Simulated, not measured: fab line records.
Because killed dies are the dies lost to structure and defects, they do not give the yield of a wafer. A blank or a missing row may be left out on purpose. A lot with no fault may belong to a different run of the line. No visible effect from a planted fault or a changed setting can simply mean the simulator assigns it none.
2 desks, one fault	flow gf180mcu	each desk has only its own numbers; what lay behind them comes last

== FOR THE TOOL OWNER'S DESK: rie_si-01 ==
The tool's own readings at GF_POLY_GATE_ETCH_13 (etches poly-Si in HBr/Cl2, stops on SiO2, target depth 198.5 nm, time 69.6 s): means of the sampled wafers that have a number, for each lot that ran on this tool. The brackets show how far a lot's mean lies from the usual mean; more than 4 standard deviations puts the lot out of limits, marked OUT.
Columns: A = chamber_pressure_mTorr at GF_POLY_GATE_ETCH_13, usual 10.001 mTorr; B = drypump_motor_current_A at GF_POLY_GATE_ETCH_13, usual 5.5 A; C = oes_product_au at GF_POLY_GATE_ETCH_13, usual 0.992 a.u.; D = run_length_s at GF_POLY_GATE_ETCH_13, usual 97.9 s; E = throttle_valve_pct at GF_POLY_GATE_ETCH_13, usual 33.684 %
lot	first seen here	A	B	C	D	E
L945	day 9 06:10	9.999	5.4	1.000	98.3	33.679
L946	day 9 13:19	10.000	5.9	1.007	97.9	33.680
L947	day 9 18:22	10.005	5.4	0.989	98.4	33.672
L950	day 10 17:19	10.001	5.9	0.996	98.1	33.683
L957	day 12 17:22	10.004	5.7	0.998	98.0	33.677
L963	day 14 12:10	10.005	5.6	0.990	88.5 (-26) OUT	33.688
L966	day 15 10:07	10.001	5.6	1.006	88.3 (-27) OUT	33.672
Finding of this desk: L963, L966 out of limits; the first was L963 at day 14 12:10, on run_length_s at GF_POLY_GATE_ETCH_13. L945, L946, L947, L950, L957: within limits.

== AT THE METROLOGY DESK ==
Lot by lot, what the gauges showed, no matter which tool ran the lot: averages of those sampled wafers that carry a number. The brackets show how far a lot's mean lies from the usual mean; more than 4 standard deviations puts the lot out of limits, marked OUT.
Columns: A = STI_OXIDATION_02_THK at GF_STI_THK_MEAS_30, usual 10.08 nm; B = cd_nm at GF_SAB_CD_MEAS_09, usual 418.9 nm
lot	first seen here	A	B
L945	day 2 06:52	10.07	418.6
L946	day 2 12:13	10.29	417.6
L947	day 2 15:50	10.20	420.6
L949	day 3 02:58	9.97	419.8
L950	day 3 08:31	10.00	415.0
L955	day 4 10:37	10.25	414.8
L957	day 4 20:56	10.03	418.2
L962	day 5 22:35	9.82	414.6
L963	day 6 02:23	10.13	418.8
L964	day 6 08:24	9.77	419.1
L966	day 6 18:28	10.11	422.1
Result from this desk: across the 11 lots, nothing is out of limits.

== TAKEN TOGETHER ==
The tool owner's desk could have raised an alarm at day 14 12:10, on L963, L966.
Nothing out of limits was seen by the metrology desk.
The metrology desk has L963, L966 on record, within its limits.
GF_POLY_GATE_ETCH_13 was run on rie_si-01 by each of the lots named.

== WHAT WAS PUT IN BY THE SIMULATOR ==
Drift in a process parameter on rie_si-01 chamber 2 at GF_POLY_GATE_ETCH_13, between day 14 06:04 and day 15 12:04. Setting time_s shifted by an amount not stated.
Struck lots among those shown: L963, L966.
Hours from the fault's start to each desk's first reading out of limits: the tool owner's desk, 6.
